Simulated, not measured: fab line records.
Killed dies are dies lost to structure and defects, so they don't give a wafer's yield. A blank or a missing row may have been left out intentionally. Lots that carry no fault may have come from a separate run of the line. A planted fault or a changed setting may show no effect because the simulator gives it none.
A struck lot beside a sound one    flow sky130    15 steps out of a route of 708
Sound: wafers L952.3, L952.5, L952.6. Wafers L955.1, L955.3, L955.6 were the ones struck. The cause is given at the end.
Per side, at each step with rows, come the tool, then ch with its chambers, and then its first start. Under that, the readings that differ: sound wafers    struck wafers    difference of the means    sigmas: that difference in standard deviations of wafers without a fault.
alike: words and numbers the same on both sides, and readings whose means are apart by under 2 such deviations; not compared: readings that were withheld, readings missing a value for some wafer, numbers with overlapping values and no deviation given by the record, and bounds like >300 which may hide the same value.
Wherever a step has rows on one side only, a row that says differs or no value, or a row with sigmas, the two part there. When numbers do not overlap yet have no deviation, they are printed without sigmas and do not part them. Lack of a reading on every wafer of one side parts them only where that side has two or more wafers.

first, 6 steps without rows for these wafers: SKY_GATE_OXIDE_HMDS_04 (prime time 60 s); SKY_GATE_OXIDE_COAT_05 (resist thk 1140 nm); SKY_GATE_OXIDE_SOFTBAKE_06 (time 60 s); SKY_GATE_OXIDE_EXPOSE_07 (exposes mask LVOM, target cd 600 nm); SKY_GATE_OXIDE_PEB_08; SKY_GATE_OXIDE_DEVELOP_09 (develop time 60 s).
SKY_GATE_OXIDE_OVL_MEAS_10:
  sound: overlay-02 at day 16 23:49; struck: overlay-02 at day 17 06:13
  alike: GATE_OXIDE_OVL
then, 2 steps without rows for these wafers: SKY_GATE_OXIDE_IMPLANT_11; SKY_GATE_OXIDE_WET_ETCH_12 (etches SiO2 in dHF, target depth 16.8 nm, time 336 s).
SKY_GATE_OXIDE_STRIP_13: strips in O2/N2.
  sound on plasma-asher-02 ch 0,1, day 17 00:08; struck on plasma-asher-04 ch 0,1, day 17 06:35
  alike: drypump-motor-current-A, oes-product-au, strip-time-to-endpoint-s
  not compared: rf-hours-counter-h
SKY_GATE_OXIDE_TW_MEAS_14:
  sound: film-metro-03 at day 17 00:13; struck: film-metro-03 at day 17 06:41
  alike: GATE_OXIDE_TW
then, 1 step without rows for these wafers: SKY_GATE_OXIDE_CLEAN_15 (cleans in SC1/SC2, time 150 s).
SKY_GATE_OXIDE_OXIDATION_16: stabilise 600 s, purge 300 s, target thk 3.57 nm.
  sound on furnace-01 ch 0, day 17 01:58; struck on furnace-01 ch 0, day 17 11:56
reading                                            sound              struck               difference  sigmas
spike-tc-centre-C (C)                              798.4 799.4 800.9  788.6 786.4 786.4    -12.4       -10
spike-tc-lower-C (C)                               798.5 800.9 800.8  787.9 786.4 787.3    -12.9       -14
spike-tc-top-C (C)                                 818.0 819.3 818.0  804.7 807.5 806.2    -12.3       -5
spike-tc-upper-C (C)                               799.0 798.9 798.8  786.5 785.6 786.6    -12.7       -12
tube-center-temp-C (C)                             800 800.01 800.11  787.53 787.5 787.44  -12.55      -99 or more
tube_center_temp_C_max                             801.8 801.8 802.2  789.9 789.3 788.9    -12.6       -37
zone-power-upper-pct (%)                           12.93 13.05 13.14  12.79 12.54 12.72    -0.36       -2
model.SiO2_of_GATE_OXIDE_OXIDATION_01.thk-nm (nm)  11.85 11.66 11.61  11.24 11.17 11.45    -0.42       
  alike: zone-power-centre-pct, zone-power-lower-pct
then, 1 step without rows for these wafers: SKY_POLY_GATE_CVD_00 (deposits poly-Si, target thk 180 nm, time 720 s).
-- record jumps: 31 days separate the struck wafers' starts on either side; left off in module POLY_GATE, taken up again in module PAD_OPEN, whose first shown step is the route's number 708 --
SKY_PAD_OPEN_PROBE_99:
  sound: prober-02 at day 48 08:13; struck: prober-01 at day 48 12:05
reading                                    sound              struck             difference  sigmas
model.etest.nfet_01v8_lvt.drive-ua-um      563.4 567.8 562.1  607.6 603.6 593.5  +37.1       
model.etest.nfet_01v8_turned.drive-ua-um   494.6 500.7 491.3  540.5 536.5 532.8  +41.1       
model.etest.nfet_01v8_swapped.drive-ua-um  495.9 503.6 498.1  531.5 539.1 532.4  +35.1       
model.etest.nfet_01v8.drive-ua-um          496.3 497.8 495.8  535.1 534.4 528.5  +36.0       
model.etest.nfet_01v8.r-on-ohm-um          845 835.1 840.8    809 805.9 812.8    -31         
model.etest.sram-nfet-pass.drive-ua-um     481.2 515 502.3    520.3 519.6 517.6  +19.7       
  alike: killed_at_M0_to_M3, killed_at_M4_up, killed-at-contacts, killed-at-front-end, killed-at-other, killed-dies, killed-on-rim, killed-open, killed-short
  not compared: model.etest.tip-sonos.rs-ohm-sq, model.etest.nfet-g5v0d10v5.drive-ua-um

== WHERE THEY PART ==
Within this record, at SKY_GATE_OXIDE_OXIDATION_16 only. Later steps at which nothing parts them and some readings are alike: SKY_PAD_OPEN_PROBE_99.

WHY: what had been put in by the simulator
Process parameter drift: furnace-01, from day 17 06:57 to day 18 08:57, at SKY_GATE_OXIDE_OXIDATION_16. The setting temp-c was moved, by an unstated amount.
